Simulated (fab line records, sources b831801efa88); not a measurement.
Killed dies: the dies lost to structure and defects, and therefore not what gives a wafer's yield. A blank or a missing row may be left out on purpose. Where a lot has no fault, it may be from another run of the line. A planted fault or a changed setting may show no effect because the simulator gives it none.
Matching of chambers | flow sky130 | cmp-02 running SKY_CONTACT_CMP_27: 4 sister chambers
The step polishes, stops on SiO2, t overpolish 15 s, target thk 0 nm. 7 wafers are shown with their chamber, then 7 later ones without.

WAFERS WITH THEIR CHAMBER
wafer  | chamber | motor current A (A) | time to endpoint s (s)
L180.6 | 0       | 11.6                | 79.1
L181.5 | 2       | 9.8                 | 81.6
L187.1 | 1       | 10.7                | 80.8
L187.3 | 3       | 10.5                | 81.3
L187.5 | 2       | 9.1                 | 84.5
L188.2 | 0       | 11.3                | 79.0
L188.4 | 1       | 10.3                | 84.6

WAFERS WHOSE CHAMBER IS MISSING
wafer  | motor current A (A) | time to endpoint s (s)
L188.5 | 10.2                | 81.4
L190.2 | 10.6                | 84.4
L190.4 | 9.6                 | 85.0
L190.5 | 9.5                 | 85.0
L193.1 | 10.4                | 80.1
L193.3 | 11.6                | 75.5
L193.4 | 8.9                 | 78.8

EACH ONE'S CHAMBER
wafer  | from the rows above          | in truth
L188.5 | can't be placed: 3 or 1 or 2 | 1
L190.2 | can't be placed: 1 or 3      | 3
L190.4 | can't be placed: 2 or 1      | 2
L190.5 | 2                            | 2
L193.1 | can't be placed: 3 or 1      | 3
L193.3 | 0                            | 0
L193.4 | 2                            | 2
3 of 7 placed correctly. From these rows, 4 cannot be placed; in 4 the true chamber is one of the candidates. 0 placed wrongly.
How it was worked out, from the rows above alone: a wafer's distance from a chamber is the root of the sum, over the readings, of the square of ((its reading less the chamber's mean) divided by the reading's scatter). If the next closest chamber is less than 2 further off than the closest, the wafer can't be placed; otherwise it belongs to the closest. The mean given for a chamber averages the wafers shown for that chamber. The scatter is the square root of a quotient: the sum, over the shown wafers, of each reading's squared deviation from its chamber's mean, divided by wafers minus chambers.
